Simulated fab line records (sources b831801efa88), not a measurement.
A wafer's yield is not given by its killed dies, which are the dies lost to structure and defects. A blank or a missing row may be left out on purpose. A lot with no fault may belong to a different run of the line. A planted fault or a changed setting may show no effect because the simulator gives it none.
A struck lot beside a sound one	flow gf180mcu	14 steps out of a route of 602
Sound: the wafers L426.1, L426.4, L426.6. Wafers L417.2, L417.5, L417.6 were the ones struck. The cause is given at the end.
Each step with rows lists, per side, the tool, then ch with its chambers, then its first start. Under that, the readings that differ: sound wafers	struck wafers	difference of the means	sigmas: that difference in standard deviations of wafers without a fault.
alike: same words and numbers on both sides, and readings whose means sit less than 2 such deviations apart. not compared: any withheld reading, any reading some wafer has no value for, any bound like >300 that may hide the same value, and any number with overlapping values for which the record gives no deviation.
Wherever a step has rows on one side only, a row that says differs or no value, or a row with sigmas, the two part there. Non-overlapping numbers with no deviation appear without sigmas and do not part them. Lack of a reading on every wafer of one side parts them only where that side has two or more wafers.

first, 4 steps without rows for these wafers: GF_DNWELL_EXPOSE_04 (exposes mask DNWELL, target cd 1700 nm); GF_DNWELL_PEB_05; GF_DNWELL_DEVELOP_06 (develop time 60 s); GF_DNWELL_IMPLANT_07.
GF_DNWELL_STRIP_08: strips in O2/N2.
  sound on plasma-asher-03 ch 0,1, day 6 23:54; struck on plasma-asher-03 ch 0,1, day 4 22:53
  alike: drypump-motor-current-A, heater-power-w, oes-product-au, strip-time-to-endpoint-s
  not compared: rf-hours-counter-h
GF_DNWELL_TW_MEAS_09:
  sound: film-metro-03 at day 7 00:00; struck: film-metro-02 at day 4 22:59
reading	sound	struck	difference	sigmas
DNWELL_TW	1333 1329 1327	1358 1353 1360	+27	+3
then, 6 steps without rows for these wafers: GF_NWELL_DEHYDRATE_00 (time 60 s); GF_NWELL_HMDS_01 (prime time 60 s); GF_NWELL_COAT_02 (resist thk 3000 nm); GF_NWELL_SOFTBAKE_03; GF_NWELL_EXPOSE_04 (exposes mask Nwell, target cd 860 nm); GF_NWELL_PEB_05.
GF_NWELL_DEVELOP_06: develop time 60 s.
  sound on litho-track-01 ch 0, day 7 15:00; struck on litho-track-02, day 5 12:00
  no value came back on the struck wafers for chill-plate-temp-C (C), develop-time-s (s), developer-temp-C (C); on the sound wafers chill-plate-temp-C (C) reads 23.08 23.10 22.89
GF_NWELL_OVL_MEAS_07:
  sound: overlay-01 at day 7 15:42; struck: overlay-01 at day 5 12:49
reading	sound	struck	difference	sigmas
NWELL_OVL (nm)	-0.9 0.5 -1.4	- - -	no value on the struck wafers	

## WHERE THEY PART
First at GF_DNWELL_TW_MEAS_09; last, within this record, at GF_NWELL_OVL_MEAS_07.

WHY: what the simulator had put in
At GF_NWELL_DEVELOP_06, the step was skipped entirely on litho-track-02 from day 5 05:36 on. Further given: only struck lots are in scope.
